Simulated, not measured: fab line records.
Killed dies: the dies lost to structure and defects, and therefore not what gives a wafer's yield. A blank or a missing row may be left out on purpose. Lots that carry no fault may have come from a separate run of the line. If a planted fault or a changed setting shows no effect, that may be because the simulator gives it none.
Check for tools in common | flow gf180mcu | Sample size 14 lots and 42 wafers

== REASON FOR OPENING ==
On 2 of the 14 lots, a flag is raised at GF_STI_CD_MEAS_12 on the reading cd nm. Wafers without a fault read 220.1 nm, standard deviation 1.2.
Rule: flag the lot when none of its wafers has a number, or when each of its wafers that has one lies beyond 4 standard deviations from that mean. The rest of the lots are taken to be sound.

lot  | measured    | on        | cd nm (nm), wafer by wafer | flag
L659 | day 2 00:30 | cd sem-01 | 221.2 221.5 221.9          |
L660 | day 2 06:45 | cd sem-02 | 219.6 219.1 219.9          |
L661 | day 2 10:48 | cd sem-01 | 219.8 218.0 218.9          |
L663 | day 2 23:34 | cd sem-01 | 220.5 221.0 221.3          |
L664 | day 3 03:02 | cd sem-02 | 219.5 219.5 218.9          |
L665 | day 3 08:45 | cd sem-01 | 221.4 220.2 220.6          |
L666 | day 3 13:40 | cd sem-01 | 219.1 217.9 219.0          |
L667 | day 3 19:54 | cd sem-02 | 219.1 218.8 219.4          |
L668 | day 4 03:17 | cd sem-01 | 219.1 219.5 220.3          |
L669 | day 4 05:12 | cd sem-02 | 221.1 219.6 220.0          |
L671 | day 4 16:27 | cd sem-01 | 222.4 220.8 221.2          |
L677 | day 5 22:07 | cd sem-02 | 210.1 210.4 210.0          | FLAGGED
L678 | day 6 01:55 | cd sem-01 | 211.1 210.5 210.1          | FLAGGED
L682 | day 7 00:00 | cd sem-01 | 223.5 222.9 221.1          |
The mean of the flagged lots' numbers is 210.4 nm, -9.7 nm from the usual (-8 standard deviations).

== TOOL THAT RAN EACH LOT ==
The record keeps 1 process step preceding the reading, out of 602 steps on the route. Each cell gives the tool, then ch followed by the chambers the sampled wafers passed through, then the start.
lot  | flag    | GF_STI_SOFTBAKE_08
L659 |         | litho track-01 ch 0, day 1 18:54
L660 |         | litho track-04 ch 0, day 2 01:08
L661 |         | litho track-04 ch 0, day 2 05:30
L663 |         | litho track-03 ch 0, day 2 16:52
L664 |         | litho track-04 ch 0, day 2 20:26
L665 |         | litho track-04 ch 0, day 3 02:33
L666 |         | litho track-03 ch 0, day 3 07:22
L667 |         | litho track-04 ch 0, day 3 12:47
L668 |         | litho track-01 ch 0, day 3 20:21
L669 |         | litho track-01 ch 0, day 3 22:40
L671 |         | litho track-04 ch 0, day 4 09:38
L677 | FLAGGED | litho track-04 ch 0, day 5 15:08
L678 | FLAGGED | litho track-04 ch 0, day 5 19:15
L682 |         | litho track-03 ch 0, day 6 16:29
What is done by these steps:
- GF_STI_SOFTBAKE_08: time 60 s.
- GF_STI_CD_MEAS_12: target cd 220 nm.

== FLAGGED AGAINST TOTAL, ONE TOOL AT A TIME (gauges that did the reading follow at the end) ==
step               | tool           | lots run | flagged | share of the flagged lots | sound lots run after its first flagged lot
GF_STI_SOFTBAKE_08 | litho track-01 | 3        | 0       | none                      | -
GF_STI_SOFTBAKE_08 | litho track-03 | 3        | 0       | none                      | -
GF_STI_SOFTBAKE_08 | litho track-04 | 8        | 2       | all                       | 0
GF_STI_CD_MEAS_12  | cd sem-01      | 9        | 1       | some                      | 1 (L682)
GF_STI_CD_MEAS_12  | cd sem-02      | 5        | 1       | some                      | 0

== THE TABLE: WHAT IT ALLOWS ==
Rows of the table that ran each flagged lot: 1, that is litho track-04 at GF_STI_SOFTBAKE_08.
- litho track-04 at GF_STI_SOFTBAKE_08 ran 8 lots, 2 of them flagged. Last sound lot L671 at day 4 09:38, first flagged lot L677 at day 5 15:08; a fault beginning in between fits. Its own readings (heater power total W, plate temp C) fall more than 4 standard deviations out on all wafers of the flagged lots.
litho track-04 at GF_STI_SOFTBAKE_08 is the single tool remaining.

== WHAT THE SIMULATOR HAD INSERTED ==
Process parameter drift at GF_STI_SOFTBAKE_08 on litho track-04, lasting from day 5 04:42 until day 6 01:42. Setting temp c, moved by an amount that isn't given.
Lots struck among those shown: L677, L678. The rule above reached the same finding.
